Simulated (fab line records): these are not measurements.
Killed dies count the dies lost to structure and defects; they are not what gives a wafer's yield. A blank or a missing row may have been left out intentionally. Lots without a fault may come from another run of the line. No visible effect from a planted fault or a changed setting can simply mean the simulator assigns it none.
Which tool is to blame? + flow gf180mcu + 11 lots, 33 wafers sampled, at 6 steps of a route of 602

== WHAT THE GAUGES SHOWED, per wafer ==
GF_LVPWELL_OVL_MEAS_07. Usual: LVPWELL_OVL -1.4 nm, standard deviation 1.4.
| lot  | measured    | on         | LVPWELL_OVL (nm) | flag |
|------|-------------|------------|------------------|------|
| L127 | day 4 01:19 | overlay-01 | -1.2 -2.6 -1.2   |      |
| L128 | day 4 09:40 | overlay-02 | 0.2 -1.8 0.4     |      |
| L133 | day 5 10:14 | overlay-01 | - - -            | OFF  |
| L134 | day 5 18:37 | overlay-01 | - - -            | OFF  |
| L135 | day 6 01:35 | overlay-01 | - - -            | OFF  |
| L138 | day 6 17:23 | overlay-02 | -1.2 -2.4 -1.0   |      |
| L143 | day 7 19:58 | overlay-01 | -0.5 -1.8 -1.6   |      |
| L145 | day 8 08:08 | overlay-01 | -1.2 -0.3 -1.2   |      |
| L146 | day 8 13:23 | overlay-02 | 0.3 -0.5 0.1     |      |
| L148 | day 8 23:52 | overlay-02 | -1.7 -1.2 -1.4   |      |
| L149 | day 9 07:19 | overlay-01 | 0.3 0.1 0.6      |      |

GF_MVSD_TW_MEAS_11. Usual: MVSD_TW 1581, standard deviation 8.1.
| lot  | measured     | on            | MVSD_TW        | flag |
|------|--------------|---------------|----------------|------|
| L127 | day 4 15:33  | film metro-01 | 1592 1580 1579 |      |
| L128 | day 5 00:01  | film metro-04 | 1586 1584 1570 |      |
| L133 | day 6 01:35  | film metro-03 | 1617 1619 1612 | OFF  |
| L134 | day 6 10:19  | film metro-01 | 1606 1602 1603 |      |
| L135 | day 6 17:53  | film metro-04 | 1613 1612 1605 | OFF  |
| L138 | day 7 09:37  | film metro-04 | 1591 1580 1583 |      |
| L143 | day 8 13:22  | film metro-03 | 1584 1585 1585 |      |
| L145 | day 9 01:25  | film metro-01 | 1583 1577 1567 |      |
| L146 | day 9 07:26  | film metro-01 | 1574 1587 1587 |      |
| L148 | day 9 17:43  | film metro-01 | 1577 1586 1581 |      |
| L149 | day 10 02:01 | film metro-04 | 1581 1583 1570 |      |

GF_MVPSD_TW_MEAS_11. Usual: MVPSD_TW 554, standard deviation 3.4.
| lot  | measured     | on            | MVPSD_TW    | flag |
|------|--------------|---------------|-------------|------|
| L127 | day 5 05:24  | film metro-01 | 554 554 555 |      |
| L128 | day 5 14:10  | film metro-01 | 556 556 555 |      |
| L133 | day 6 17:14  | film metro-03 | 699 705 702 | OFF  |
| L134 | day 7 02:50  | film metro-03 | 697 700 695 | OFF  |
| L135 | day 7 09:16  | film metro-03 | 693 694 698 | OFF  |
| L138 | day 8 02:14  | film metro-03 | 555 553 555 |      |
| L143 | day 9 07:11  | film metro-03 | 558 559 554 |      |
| L145 | day 9 19:12  | film metro-04 | 552 548 549 |      |
| L146 | day 10 01:41 | film metro-04 | 552 552 554 |      |
| L148 | day 10 12:04 | film metro-01 | 550 549 547 |      |
| L149 | day 10 20:25 | film metro-01 | 550 553 549 |      |

== EACH LOT AND THE TOOL THAT RAN IT (in order: tool; ch and the chambers of the sampled wafers; start) ==
| lot  | GF_STI_ETCH_13                    | GF_LVPWELL_COAT_02               | GF_MVSD_STRIP_10                     |
|------|-----------------------------------|----------------------------------|--------------------------------------|
| L127 | rie diel-03 ch 1,2, day 2 06:38   | litho track-04 ch 0, day 3 18:31 | plasma asher-03 ch 0,1, day 4 15:27  |
| L128 | rie diel-02 ch 0,1, day 2 13:12   | litho track-01 ch 0, day 4 02:25 | plasma asher-03 ch 0,1, day 4 23:54  |
| L133 | rie diel-02 ch 0,1, day 3 13:14   | litho track-02, day 5 03:15      | plasma asher-02 ch 0,1, day 6 01:29  |
| L134 | rie diel-02 ch 0,1,3, day 3 19:05 | litho track-01, day 5 10:55      | plasma asher-03 ch 0, day 6 10:13    |
| L135 | rie diel-03 ch 1,3, day 4 00:29   | litho track-01, day 5 18:26      | plasma asher-04 ch 0,1, day 6 17:46  |
| L138 | rie diel-01 ch 0,2,3, day 4 15:54 | litho track-01 ch 0, day 6 09:39 | plasma asher-02 ch 0,1, day 7 09:31  |
| L143 | rie diel-03 ch 1,2, day 5 16:50   | litho track-01 ch 0, day 7 11:44 | plasma asher-02 ch 0,1, day 8 13:17  |
| L145 | rie diel-03 ch 1,2, day 6 03:36   | litho track-01 ch 0, day 7 23:35 | plasma asher-04 ch 0, day 9 01:19    |
| L146 | rie diel-01 ch 0,2,3, day 6 09:29 | litho track-02 ch 0, day 8 04:56 | plasma asher-02 ch 0,1, day 9 07:20  |
| L148 | rie diel-03 ch 0,1,3, day 6 18:44 | litho track-01 ch 0, day 8 15:06 | plasma asher-03 ch 0,1, day 9 17:36  |
| L149 | rie diel-03 ch 1,2,3, day 7 00:11 | litho track-02 ch 0, day 8 22:02 | plasma asher-03 ch 0,1, day 10 01:55 |
- GF_STI_ETCH_13: etches the open film in CHF3/O2, stops on Si, target depth 282.31 nm, time 112.9 s.
- GF_LVPWELL_COAT_02: resist thk 3000 nm.
- GF_MVSD_STRIP_10: strips in O2/N2.

== AS READ BY THE TOOLS THEMSELVES (means over the sampled wafers that have a number; for cases with no such wafer, the mark the record gives instead) ==
GF_STI_ETCH_13. Usual: drypump motor current A 6.0 A, standard deviation 0.54; oes product au 0.837 a.u., standard deviation 0.0064; throttle valve pct 8.812 %, standard deviation 0.01.
| lot  | tool        | drypump motor current A (A) | oes product au (a.u.) | throttle valve pct (%) | flag |
|------|-------------|-----------------------------|-----------------------|------------------------|------|
| L127 | rie diel-03 | 5.6                         | 0.838                 | 8.810                  |      |
| L128 | rie diel-02 | 6.1                         | 0.828                 | 8.818                  |      |
| L133 | rie diel-02 | 6.1                         | 0.835                 | 8.814                  |      |
| L134 | rie diel-02 | 6.3                         | 0.845                 | 8.825                  |      |
| L135 | rie diel-03 | 5.7                         | 0.831                 | 8.817                  |      |
| L138 | rie diel-01 | 6.2                         | 0.840                 | 8.820                  |      |
| L143 | rie diel-03 | 5.8                         | 0.842                 | 8.819                  |      |
| L145 | rie diel-03 | 5.6                         | 0.838                 | 8.806                  |      |
| L146 | rie diel-01 | 6.2                         | 0.840                 | 8.811                  |      |
| L148 | rie diel-03 | 5.9                         | 0.835                 | 8.802                  |      |
| L149 | rie diel-03 | 5.4                         | 0.834                 | 8.818                  |      |

GF_LVPWELL_COAT_02. Usual: chill plate temp C 23.00 C, standard deviation 0.1; dispense pressure kPa 46 kPa, standard deviation 4.6.
| lot  | tool           | chill plate temp C (C) | dispense pressure kPa (kPa) | flag |
|------|----------------|------------------------|-----------------------------|------|
| L127 | litho track-04 | 22.91                  | 50                          |      |
| L128 | litho track-01 | 23.03                  | 41                          |      |
| L133 | litho track-02 | -                      | -                           | OFF  |
| L134 | litho track-01 | -                      | -                           | OFF  |
| L135 | litho track-01 | -                      | -                           | OFF  |
| L138 | litho track-01 | 23.06                  | 41                          |      |
| L143 | litho track-01 | 23.00                  | 41                          |      |
| L145 | litho track-01 | 23.02                  | 41                          |      |
| L146 | litho track-02 | 22.90                  | 50                          |      |
| L148 | litho track-01 | 23.03                  | 41                          |      |
| L149 | litho track-02 | 22.92                  | 50                          |      |

GF_MVSD_STRIP_10. Usual: drypump motor current A 5.7 A, standard deviation 0.49; heater power w 344 W, standard deviation 59; oes product au 0.723 a.u., standard deviation 0.0043; strip time to endpoint s 36.93 s, standard deviation 0.11.
| lot  | tool            | drypump motor current A (A) | heater power w (W) | oes product au (a.u.) | strip time to endpoint s (s) | flag |
|------|-----------------|-----------------------------|--------------------|-----------------------|------------------------------|------|
| L127 | plasma asher-03 | 6.0                         | 307                | 0.721                 | 36.93                        |      |
| L128 | plasma asher-03 | 6.0                         | 302                | 0.721                 | 37.02                        |      |
| L133 | plasma asher-02 | 5.7                         | 377                | 0.724                 | 36.96                        |      |
| L134 | plasma asher-03 | 6.1                         | 341                | 0.725                 | 36.92                        |      |
| L135 | plasma asher-04 | 5.6                         | 322                | 0.721                 | 36.91                        |      |
| L138 | plasma asher-02 | 5.2                         | 417                | 0.724                 | 37.08                        |      |
| L143 | plasma asher-02 | 5.7                         | 386                | 0.725                 | 37.08                        |      |
| L145 | plasma asher-04 | 5.8                         | 281                | 0.725                 | 36.86                        |      |
| L146 | plasma asher-02 | 5.7                         | 380                | 0.724                 | 36.96                        |      |
| L148 | plasma asher-03 | 6.1                         | 319                | 0.726                 | 36.85                        |      |
| L149 | plasma asher-03 | 6.0                         | 304                | 0.719                 | 36.88                        |      |

== THE ANSWER, worked out from the rows above alone ==
Rule: lot off if the mean of its wafers having a number is beyond 3 standard deviations from the usual mean. A lot without any number at a reading at which 4 lots or more have one is off too. All remaining lots with rows at the step are treated as sound. Order of review: gauges by route order, followed by the tools' own readings, for which a lot's mean as printed above is used. At the first step where some lot is off, the reading lying furthest off is the one used; lots without a number count as furthest.
Off: L133, L134, L135, at GF_LVPWELL_OVL_MEAS_07 (LVPWELL_OVL). Without a number there: L133, L134, L135.
A tool fits if, at a process step before that reading, it ran every lot that is off, and no sound lot after the first of them. Not tried: the gauges at GF_LVPWELL_OVL_MEAS_07; whatever is off there is also off at GF_MVPSD_TW_MEAS_11, on other tools, and gauge error can't account for it. Of those tried, none fits.

== WHAT HAD BEEN PUT IN BY THE SIMULATOR ==
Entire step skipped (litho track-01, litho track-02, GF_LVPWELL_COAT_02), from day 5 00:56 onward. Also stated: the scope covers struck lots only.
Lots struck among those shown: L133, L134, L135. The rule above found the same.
